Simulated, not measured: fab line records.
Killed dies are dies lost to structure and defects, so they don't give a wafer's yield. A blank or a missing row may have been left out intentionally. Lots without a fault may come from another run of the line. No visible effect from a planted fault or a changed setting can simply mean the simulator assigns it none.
Which tool was responsible?	flow sky130	Sampling: 12 lots, 36 wafers, 3 of 708 route steps

== WHAT THE GAUGES READ, wafer by wafer ==
SKY_VIA4_THK_MEAS_20: measures by xrf. Usual: VIA4_W_THK 514 nm, standard deviation 9.6.
lot	measured	on	VIA4_W_THK (nm)	flag
L217	day 42 20:20	film-metro-02	531 518 527	
L218	day 43 22:59	film-metro-01	519 514 519	
L220	day 44 01:39	film-metro-03	507 511 504	
L219	day 44 02:55	film-metro-03	514 509 512	
L221	day 44 04:37	film-metro-01	512 513 514	
L222	day 44 12:21	film-metro-01	511 516 515	
L226	day 45 12:11	film-metro-03	503 504 501	
L227	day 45 19:30	film-metro-03	508 505 505	
L229	day 46 10:29	film-metro-01	517 514 515	
L230	day 46 15:05	film-metro-02	533 537 533	
L233	day 47 11:15	film-metro-03	521 519 511	
L237	day 48 05:44	film-metro-03	503 499 500	

SKY_PASSIVATION_THK_MEAS_03. Usual: PASSIVATION_CVD_02_THK 538 nm, standard deviation 6.8.
lot	measured	on	PASSIVATION_CVD_02_THK (nm)	flag
L217	day 43 20:38	film-metro-04	539 546 546	
L218	day 44 21:22	film-metro-04	536 530 538	
L220	day 45 01:07	film-metro-01	542 544 549	
L219	day 45 02:35	film-metro-02	532 536 541	
L221	day 45 03:44	film-metro-01	527 529 534	
L222	day 45 11:09	film-metro-02	541 532 541	
L226	day 46 10:55	film-metro-04	536 540 548	
L227	day 46 17:11	film-metro-04	523 517 531	
L229	day 47 09:27	film-metro-01	530 542 541	
L230	day 47 13:43	film-metro-04	535 544 546	
L233	day 48 09:03	film-metro-04	531 532 539	
L237	day 49 01:38	film-metro-01	531 526 536	

== WHICH TOOL RAN EACH LOT (tool, then ch and the chambers of the sampled wafers, then the start) ==
lot	SKY_METAL3_ETCH_16
L217	rie-metal-02 ch 0,1, day 38 14:35
L218	rie-metal-03 ch 0,1, day 39 19:14
L220	rie-metal-03 ch 0,1, day 39 21:27
L219	rie-metal-04 ch 1, day 39 22:37
L221	rie-metal-02 ch 1, day 40 00:26
L222	rie-metal-03 ch 0,1, day 40 07:05
L226	rie-metal-03 ch 0,1, day 41 10:41
L227	rie-metal-03 ch 0,1, day 41 20:29
L229	rie-metal-04 ch 0,1, day 42 11:11
L230	rie-metal-03 ch 0,1, day 42 17:35
L233	rie-metal-03 ch 0, day 43 13:47
L237	rie-metal-03 ch 0, day 44 15:05
- SKY_METAL3_ETCH_16: etches BARC in N2/H2, stops on SiO2, time 88.2 s, target depth 60 nm.

== WHAT THE TOOLS THEMSELVES READ (means of the sampled wafers that have a number; where no wafer has one, the mark that the record gives instead) ==
SKY_METAL3_ETCH_16. Usual: drypump-motor-current-A 5.7 A, standard deviation 0.45; oes-product-au 0.625 a.u., standard deviation 0.0044; rf-fwd-power-W 497.1 W, standard deviation 1.9; throttle-valve-pct 13.204 %, standard deviation 0.01.
lot	tool	drypump-motor-current-A (A)	oes-product-au (a.u.)	rf-fwd-power-W (W)	throttle-valve-pct (%)	flag
L217	rie-metal-02	6.0	0.622	496.9	13.196	
L218	rie-metal-03	5.3	0.621	496.7	13.207	
L220	rie-metal-03	5.4	0.626	496.0	13.204	
L219	rie-metal-04	5.4	0.625	496.6	13.209	
L221	rie-metal-02	5.8	0.627	497.2	13.197	
L222	rie-metal-03	5.3	0.623	498.7	13.209	
L226	rie-metal-03	5.4	0.627	497.3	13.197	
L227	rie-metal-03	5.2	0.625	497.2	13.200	
L229	rie-metal-04	5.6	0.631	498.4	13.210	
L230	rie-metal-03	5.2	0.624	497.9	13.207	
L233	rie-metal-03	5.5	0.628	500.9	13.201	
L237	rie-metal-03	5.6	0.622	496.5	13.209	

== THE ANSWER, worked out from the rows above alone ==
Rule: a lot counts as off when the mean over its wafers that have a number is more than 3 standard deviations away from the usual mean. A lot without any number at a reading at which 4 lots or more have one is off too. The other lots that the step has rows for count as sound. Order of review: gauges by route order, followed by the tools' own readings, for which a lot's mean as printed above is used. The first step at which some lot is off is used, and at that step the reading that is off furthest; a lot without a number counts as furthest.
None of the lots is off at any reading shown; this tells nothing.

== WHAT THE SIMULATOR HAD INSERTED ==
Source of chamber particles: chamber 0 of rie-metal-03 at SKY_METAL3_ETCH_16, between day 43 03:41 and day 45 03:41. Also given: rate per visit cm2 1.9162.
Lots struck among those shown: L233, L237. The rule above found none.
